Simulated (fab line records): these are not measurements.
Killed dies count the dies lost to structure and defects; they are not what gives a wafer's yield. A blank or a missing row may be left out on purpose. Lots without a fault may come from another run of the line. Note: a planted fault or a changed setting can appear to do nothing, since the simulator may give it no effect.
fab line records -- flow sky130 -- part 2 of 2: steps 30 to 40 of 40
record lots=5, wafers=15, last-day=50
route steps=708 shown VIA4@658 METAL5@661 PASSIVATION@681 PAD_OPEN@694
lots with no fault: from the same line, run without faults
start-h: hours from the record's first day to the start of the lot's first wafer shown -- wait-h: hours from the lot's prior step to this one -- " repeats the value in the row above -- L1.1+2: several wafers, shown together as one row -- - no value, or no start given -- * or withheld: withheld -- < > ~ a bound
route shown NAME@n: a module of which the file shows steps, and the number in the route of the first -- usual: mean and standard deviation over wafers with no fault -- same: alike in all rows -- chamber/n: place in a boat -- sites: per-site readings -- _std_site: the values' standard deviation -- _edge_site: mean of outer sites minus mean of inner sites -- radius-mm: how far each site lies from the wafer's centre -- mask NAME#n: copy n -- behind: the most recent tool/chamber to have shaped the wafer -- hold: cause of the lot's hold/its duration in hours/its outcome -- device: the transistor (n, p or np) that didn't switch -- end of line: the same wafers' tests at the end of the route -- for a step that has no rows: nothing shown but its recipe -- killed: dies that structure and defects cost at the first sort, which is not the same as the wafer's yield -- map: per-die view of a wafer (x killed, . not killed, _ where there is no die)
set.NAME: the setting that was run; set.NAME@STEP: the one run at that earlier step -- model.NAME: the simulator's own value behind a step, which no gauge read
certain route steps with their lots: each step a table, each wafer a row
services: the hour from which a tool's chamber was out of use, counted from the record's first day as start-h (under 0 if before that day), plus the number of hours and why
## steps
# step SKY_PASSIVATION_COAT_06
# recipe spin-rpm=2000, resist-thk-nm=3000
# usual dispense-pressure-kPa=48.5/1.3
lot.wafer,tool,chamber,start-h,wait-h,dispense-pressure-kPa
L076.1,litho-track-04,0,1055.16,0.1,49.7
L076.2,litho-track-04,0,1055.16,0.1,49.7
L076.6,litho-track-04,0,1055.16,0.1,49.6
L077.2,litho-track-02,0,1075.42,0.1,45.7
L077.4,litho-track-02,0,1075.42,0.1,45.7
L077.5,litho-track-02,0,1075.42,0.1,45.7
L085.2,litho-track-04,0,1115.13,0.1,49.7
L085.4,litho-track-04,0,1115.13,0.1,49.7
L085.6,litho-track-04,0,1115.13,0.1,49.7
L094.2,litho-track-04,0,1162.08,0.1,49.7
L094.3,litho-track-04,0,1162.08,0.1,49.7
L094.6,litho-track-04,0,1162.08,0.1,49.7
L095.1,litho-track-04,0,1168.36,0.1,49.7
L095.4,litho-track-04,0,1168.36,0.1,49.7
L095.5,litho-track-04,0,1168.36,0.1,49.7
# step SKY_PASSIVATION_SOFTBAKE_07
# recipe temp-c=110, time-s=withheld
lot.wafer,tool,chamber,start-h,wait-h
L076.1+2+6,litho-track-04,0,1055.31,0.1
L077.2+4+5,litho-track-02,0,1075.58,0.1
L085.2+4+6,litho-track-04,0,1115.29,0.1
L094.2+3+6,litho-track-04,0,1162.24,0.1
L095.1+4+5,litho-track-04,0,1168.51,0.1
# step SKY_PASSIVATION_EXPOSE_08
# recipe mask-id=NSM, target-cd-nm=3000, na=0.57, dose-mj=260
lot.wafer,tool,chamber,start-h,wait-h,mask
L076.1+2+6,iline-stepper-01,0,-,-,NSM#0
L077.2+4+5,iline-stepper-01,0,-,-,NSM#0
L085.2+4+6,iline-stepper-02,0,-,-,NSM#0
L094.2+3+6,iline-stepper-02,0,-,-,NSM#0
L095.1+4+5,iline-stepper-02,0,-,-,NSM#0
# step SKY_PASSIVATION_PEB_09
# recipe temp-c=115, time-s=withheld
lot.wafer,tool,chamber,start-h,wait-h
L076.1+2+6,litho-track-04,0,-,-
L077.2+4+5,litho-track-04,0,-,-
L085.2+4+6,litho-track-02,0,-,-
L094.2+3+6,litho-track-02,0,-,-
L095.1+4+5,litho-track-04,0,-,-
# step SKY_PASSIVATION_DEVELOP_10
# recipe develop-time-s=60, dev-temp-c=23
lot.wafer,tool,chamber,start-h,wait-h
L076.1+2+6,litho-track-04,0,-,-
L077.2+4+5,litho-track-04,0,-,-
L085.2+4+6,litho-track-02,0,-,-
L094.2+3+6,litho-track-02,0,-,-
L095.1+4+5,litho-track-04,0,-,-
# step SKY_PASSIVATION_ETCH_11
# recipe chemistry=CF4/O2, target-depth-nm=725, stop-on=AlCu, source-w=800, bias-w=150, pressure-mtorr=150, cf4-flow-sccm=80, O2_flow_sccm=10, time-s=161.1
# usual drypump-motor-current-A=5.7/0.53, oes-product-au=0.975/0.0083, throttle-valve-pct=5.964/0.0088
lot.wafer,tool,chamber,start-h,wait-h,drypump-motor-current-A,oes-product-au,rf-hours-counter-h,throttle-valve-pct
L076.1,rie-diel-01,2,1066.71,-,6.5,0.967,22,5.947
L076.2,rie-diel-01,1,1066.71,-,5.4,0.978,24,5.974
L076.6,rie-diel-01,0,1066.71,-,6.5,0.969,-,5.955
L077.2,rie-diel-01,0,1086.46,-,6.5,0.965,26,5.980
L077.4,rie-diel-01,3,1086.46,-,4.8,0.977,10,5.971
L077.5,rie-diel-01,2,1086.46,-,6.5,0.985,-,5.956
L085.2,rie-diel-04,1,1125.34,-,5.6,0.993,6,5.960
L085.4,rie-diel-04,2,1125.34,-,5.5,0.975,-,5.967
L085.6,rie-diel-04,0,1125.34,-,5.7,0.989,-,5.970
L094.2,rie-diel-03,3,1171.54,-,6.3,0.970,32,5.956
L094.3,rie-diel-03,1,1171.54,-,5.9,0.974,28,5.970
L094.6,rie-diel-03,1,1171.54,-,5.9,0.978,-,5.959
L095.1,rie-diel-04,3,1177.01,-,5.9,0.964,19,5.947
L095.4,rie-diel-04,0,1177.01,-,5.7,0.982,21,5.967
L095.5,rie-diel-04,3,1177.01,-,5.9,0.978,-,5.974
# step SKY_PASSIVATION_STRIP_12
# recipe chemistry=O2/N2, power-w=1400, pressure-mtorr=1500, platen-temp-c=withheld, overash-fraction=0.7, o2-flow-sccm=3000, n2-flow-sccm=300
# usual drypump-motor-current-A=5.73/0.22, o2-flow-sccm=2999/7.5, oes-product-au=0.661/0.0047, strip-time-to-endpoint-s=31.53/0.17
# same overash-fraction=0.7
lot.wafer,tool,chamber,start-h,wait-h,drypump-motor-current-A,o2-flow-sccm,oes-product-au,rf-hours-counter-h,strip-time-to-endpoint-s
L076.1,plasma-asher-01,0,1066.81,0.1,5.72,3006,0.663,0,31.42
L076.2,plasma-asher-01,1,1066.81,0.1,5.88,3005,0.661,0,31.58
L076.6,plasma-asher-01,1,1066.81,0.1,5.87,2989,0.653,-,31.76
L077.2,plasma-asher-03,1,1086.56,0.1,5.60,3004,0.659,61,31.94
L077.4,plasma-asher-03,0,1086.56,0.1,6.03,3000,0.666,-,31.68
L077.5,plasma-asher-03,0,1086.56,0.1,6.04,2996,0.655,-,31.60
L085.2,plasma-asher-03,0,1125.45,0.1,6.06,3006,0.662,64,31.49
L085.4,plasma-asher-03,1,1125.45,0.1,5.59,2995,0.660,-,31.63
L085.6,plasma-asher-03,1,1125.45,0.1,5.61,2996,0.665,-,31.41
L094.2,plasma-asher-03,0,1171.65,0.1,6.06,2996,0.668,69,31.60
L094.3,plasma-asher-03,0,1171.65,0.1,6.04,2996,0.655,-,31.62
L094.6,plasma-asher-03,1,1171.65,0.1,5.60,3011,0.665,-,31.78
L095.1,plasma-asher-03,0,1177.11,0.1,6.03,2998,0.659,70,31.26
L095.4,plasma-asher-03,1,1177.11,0.1,5.65,2995,0.663,-,31.24
L095.5,plasma-asher-03,0,1177.11,0.1,6.02,3000,0.658,-,31.49
# step SKY_PAD_OPEN_DEHYDRATE_00
# recipe temp-c=200, time-s=60
lot.wafer,tool,chamber,start-h,wait-h
L076.1+2+6,litho-track-04,0,1076.31,9.5
L077.2+4+5,litho-track-04,0,1095.88,9.3
L085.2+4+6,litho-track-04,0,1134.58,9.1
L094.2+3+6,litho-track-03,0,1179.01,7.3
L095.1+4+5,litho-track-04,0,1184.16,7.0
# step SKY_PAD_OPEN_HMDS_01
# recipe prime-time-s=60, prime-temp-c=120
# same prime-time-s=60
lot.wafer,tool,chamber,start-h,wait-h
L076.1+2+6,litho-track-04,0,1076.46,0.1
L077.2+4+5,litho-track-04,0,1096.03,0.1
L085.2+4+6,litho-track-04,0,1134.73,0.1
L094.2+3+6,litho-track-03,0,1179.16,0.1
L095.1+4+5,litho-track-04,0,1184.31,0.1
# step SKY_PAD_OPEN_COAT_02
# recipe spin-rpm=2000, resist-thk-nm=3000
# usual dispense-pressure-kPa=49.8/2.7
lot.wafer,tool,chamber,start-h,wait-h,dispense-pressure-kPa
L076.1,litho-track-04,0,1076.61,0.1,49.6
L076.2,litho-track-04,0,1076.61,0.1,49.7
L076.6,litho-track-04,0,1076.61,0.1,49.7
L077.2,litho-track-04,0,1096.18,0.1,49.7
L077.4,litho-track-04,0,1096.18,0.1,49.7
L077.5,litho-track-04,0,1096.18,0.1,49.7
L085.2,litho-track-04,0,1134.88,0.1,49.7
L085.4,litho-track-04,0,1134.88,0.1,49.7
L085.6,litho-track-04,0,1134.88,0.1,49.6
L094.2,litho-track-03,0,1179.31,0.1,52.5
L094.3,litho-track-03,0,1179.31,0.1,52.6
L094.6,litho-track-03,0,1179.31,0.1,52.5
L095.1,litho-track-04,0,1184.46,0.1,49.7
L095.4,litho-track-04,0,1184.46,0.1,49.7
L095.5,litho-track-04,0,1184.46,0.1,49.6
# step SKY_PAD_OPEN_SOFTBAKE_03
# recipe temp-c=110, time-s=withheld
lot.wafer,tool,chamber,start-h,wait-h
L076.1+2+6,litho-track-04,0,1076.76,0.1
L077.2+4+5,litho-track-04,0,1096.34,0.1
L085.2+4+6,litho-track-04,0,1135.04,0.1
L094.2+3+6,litho-track-03,0,1179.47,0.1
L095.1+4+5,litho-track-04,0,1184.61,0.1
## services
tool,chamber,start-h,hours,kind
wet-bench-04,-,1003.28,2.5,repair
pvd-sputter-04,-,1005.53,7.4,repair
pvd-sputter-04,-,1020.76,1.1,repair
rie-metal-03,-,1035.85,1.5,repair
iline-stepper-01,-,1039.62,7.9,repair
rie-metal-04,1,1048.71,2.9,repair
plasma-asher-01,-,1055.25,9.0,pm
iline-stepper-02,-,1067.77,1.7,pm
iline-stepper-02,-,1073.88,2.0,repair
pecvd-01,-,1099.99,5.5,pm
cmp-01,-,1110.45,0.7,repair
iline-stepper-01,-,1116.35,4.2,repair
iline-stepper-01,-,1116.77,3.5,repair
pecvd-01,-,1120.06,4.3,pm
pecvd-03,0,1135.12,3.6,repair
iline-stepper-01,-,1135.64,1.7,pm
iline-stepper-02,-,1137.42,2.1,pm
pecvd-03,-,1157.69,2.8,pm
rie-metal-04,1,1159.18,1.1,repair
pecvd-03,1,1162.85,4.2,repair
plasma-asher-01,-,1163.65,2.8,pm
plasma-asher-01,-,1167.87,5.7,repair
rie-metal-04,-,1173.52,1.9,repair
pvd-sputter-02,-,1182.21,5.3,repair
